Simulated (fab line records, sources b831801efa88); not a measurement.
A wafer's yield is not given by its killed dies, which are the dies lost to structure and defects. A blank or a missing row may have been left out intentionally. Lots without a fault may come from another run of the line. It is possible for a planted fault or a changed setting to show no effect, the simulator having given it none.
Which tool is to blame? + flow sky130 + 14 lots, 42 wafers sampled, at 4 steps of a route of 708

WHAT EACH GAUGE READ, for each wafer
SKY_VT_ADJUST_LVTN_OVL_MEAS_18.
| lot  | measured     | on         | VT_ADJUST_LVTN_01_OVL (nm) |
|------|--------------|------------|----------------------------|
| L215 | day 7 20:51  | overlay-02 | 2.4 2.3 2.4                |
| L214 | day 7 21:00  | overlay-02 | 1.1 -0.7 0.2               |
| L217 | day 8 11:42  | overlay-01 | 0.4 -0.2 0.7               |
| L218 | day 8 14:30  | overlay-01 | 1.1 0.9 1.4                |
| L221 | day 9 17:33  | overlay-02 | 1.9 0.3 -0.8               |
| L222 | day 9 23:21  | overlay-02 | 1.6 2.0 0.0                |
| L223 | day 10 06:22 | overlay-02 | 2.7 1.1 2.7                |
| L224 | day 10 09:27 | overlay-01 | 3.6 0.4 1.2                |
| L226 | day 11 03:39 | overlay-01 | 0.1 -0.9 -2.3              |
| L228 | day 11 15:04 | overlay-01 | -0.6 -0.9 0.0              |
| L229 | day 12 05:45 | overlay-02 | 2.6 2.5 1.0                |
| L233 | day 13 08:00 | overlay-01 | 0.7 -0.7 1.0               |
| L236 | day 13 23:03 | overlay-01 | 3.5 3.1 1.7                |
| L237 | day 14 20:30 | overlay-02 | 2.5 -0.5 0.5               |

SKY_LI_CONTACT_OVL_MEAS_13.
| lot  | measured     | on         | LI_CONTACT_OVL (nm) |
|------|--------------|------------|---------------------|
| L215 | day 29 05:17 | overlay-02 | 0 4 9               |
| L214 | day 29 01:17 | overlay-02 | 5 2 -1              |
| L217 | day 30 05:08 | overlay-02 | -7 1 -9             |
| L218 | day 30 05:29 | overlay-02 | 3 6 9               |
| L221 | day 31 16:02 | overlay-02 | 4 10 10             |
| L222 | day 32 00:46 | overlay-01 | 2 -7 2              |
| L223 | day 32 12:29 | overlay-02 | -1 0 -3             |
| L224 | day 32 12:28 | overlay-01 | 5 3 6               |
| L226 | day 33 03:46 | overlay-02 | 1 11 9              |
| L228 | day 33 21:23 | overlay-02 | 5 11 4              |
| L229 | day 34 15:46 | overlay-01 | 7 2 -2              |
| L233 | day 35 15:07 | overlay-01 | -3 -3 -3            |
| L236 | day 36 03:49 | overlay-02 | -8 -3 -4            |
| L237 | day 37 00:19 | overlay-02 | 3 4 -1              |

EACH LOT AND THE TOOL THAT RAN IT (in order: tool; ch and the chambers of the sampled wafers; start)
| lot  | SKY_FIELD_ISO_ETCH_14            | SKY_NWELL_IMPLANT_12            |
|------|----------------------------------|---------------------------------|
| L215 | rieDiel-04 ch 0,1,3, day 2 10:29 | implanter-01 ch 0, day 4 18:14  |
| L214 | rieDiel-01 ch 0,2,3, day 2 10:37 | implanter-03 ch 0, day 4 18:20  |
| L217 | rieDiel-02 ch 0,1,2, day 2 19:44 | implanter-01 ch 0, day 5 05:33  |
| L218 | rieDiel-01 ch 1,2,3, day 3 00:14 | implanter-03 ch 0, day 5 09:13  |
| L221 | rieDiel-01 ch 0,2, day 3 19:55   | implanter-02 ch 0, day 6 08:48  |
| L222 | rieDiel-04 ch 1,3, day 4 02:16   | implanter-02 ch 0, day 6 13:44  |
| L223 | rieDiel-04 ch 0,1,3, day 4 06:47 | implanter-03 ch 0, day 6 19:08  |
| L224 | rieDiel-02 ch 2,3, day 4 09:07   | implanter-02 ch 0, day 6 22:21  |
| L226 | rieDiel-04 ch 0,3, day 4 21:01   | implanter-02 ch 0, day 7 13:35  |
| L228 | rieDiel-01 ch 0,2,3, day 5 06:08 | implanter-01 ch 0, day 7 23:17  |
| L229 | rieDiel-02 ch 2,3, day 5 14:46   | implanter-01 ch 0, day 8 11:39  |
| L233 | rieDiel-02 ch 0,1,2, day 6 10:50 | implanter-03 ch 0, day 9 10:26  |
| L236 | rieDiel-01 ch 0,1,3, day 6 23:44 | implanter-03 ch 0, day 9 20:56  |
| L237 | rieDiel-02 ch 1,2,3, day 7 14:32 | implanter-03 ch 0, day 10 16:03 |
- SKY_FIELD_ISO_ETCH_14: etches BARC in N2/H2, stops on SiO2, time 45.9 s, target depth 60 nm.
- SKY_NWELL_IMPLANT_12

AS READ BY THE TOOLS THEMSELVES (means over the sampled wafers that have a number; for cases with no such wafer, the mark the record gives instead)
SKY_FIELD_ISO_ETCH_14.
| lot  | tool       | drypumpMotorCurrentA (A) | oesProductAu (a.u.) | rfFwdPowerW (W) | throttleValvePct (%) |
|------|------------|--------------------------|---------------------|-----------------|----------------------|
| L215 | rieDiel-04 | 5.8                      | 0.858               | 495.0           | 13.229               |
| L214 | rieDiel-01 | 5.6                      | 0.853               | 497.3           | 13.231               |
| L217 | rieDiel-02 | 5.5                      | 0.852               | 494.8           | 13.214               |
| L218 | rieDiel-01 | 5.7                      | 0.858               | 496.2           | 13.226               |
| L221 | rieDiel-01 | 5.6                      | 0.856               | 496.7           | 13.230               |
| L222 | rieDiel-04 | 5.5                      | 0.855               | 494.5           | 13.220               |
| L223 | rieDiel-04 | 5.8                      | 0.854               | 494.7           | 13.228               |
| L224 | rieDiel-02 | 5.4                      | 0.856               | 492.6           | 13.218               |
| L226 | rieDiel-04 | 6.1                      | 0.860               | 495.4           | 13.225               |
| L228 | rieDiel-01 | 5.6                      | 0.856               | 496.6           | 13.223               |
| L229 | rieDiel-02 | 5.5                      | 0.853               | 494.0           | 13.223               |
| L233 | rieDiel-02 | 5.5                      | 0.855               | 495.7           | 13.219               |
| L236 | rieDiel-01 | 5.6                      | 0.856               | 494.8           | 13.219               |
| L237 | rieDiel-02 | 5.4                      | 0.853               | 494.3           | 13.223               |

SKY_NWELL_IMPLANT_12.
| lot  | tool         | doseIonsCm2 |
|------|--------------|-------------|
| L215 | implanter-01 | 1.3e+12     |
| L214 | implanter-03 | 1.3e+12     |
| L217 | implanter-01 | 1.3e+12     |
| L218 | implanter-03 | 1.3e+12     |
| L221 | implanter-02 | 1.3e+12     |
| L222 | implanter-02 | 1.3e+12     |
| L223 | implanter-03 | 1.3e+12     |
| L224 | implanter-02 | 1.3e+12     |
| L226 | implanter-02 | 1.3e+12     |
| L228 | implanter-01 | 1.3e+12     |
| L229 | implanter-01 | 1.3e+12     |
| L233 | implanter-03 | 1.3e+12     |
| L236 | implanter-03 | 1.3e+12     |
| L237 | implanter-03 | 1.3e+12     |

THE ANSWER, worked out from the rows above alone
Rule: the usual values come from the lots themselves. The widest of any qualifying gaps counts: lots, ordered by their means at a reading, are off when they make up no more than a third of the lots, leave a main group of 4 or more, and stand apart from it by 3 or more times the standard deviation of that group's means. If all means in a main group match to the digits the tables above print for the reading, that group is not used. Also off: a lot with no number at a reading for which 4 or more lots have one. Any other lot the step has rows for is counted as sound. After the gauges, taken in route order, come the tools' own readings; for these a lot's mean is taken, as printed above. At the first step where some lot is off, the reading lying furthest off is the one used; lots without a number count as furthest.
No lot is off on any of the readings shown, so nothing can be concluded from this.

WHAT THE SIMULATOR HAD PUT IN
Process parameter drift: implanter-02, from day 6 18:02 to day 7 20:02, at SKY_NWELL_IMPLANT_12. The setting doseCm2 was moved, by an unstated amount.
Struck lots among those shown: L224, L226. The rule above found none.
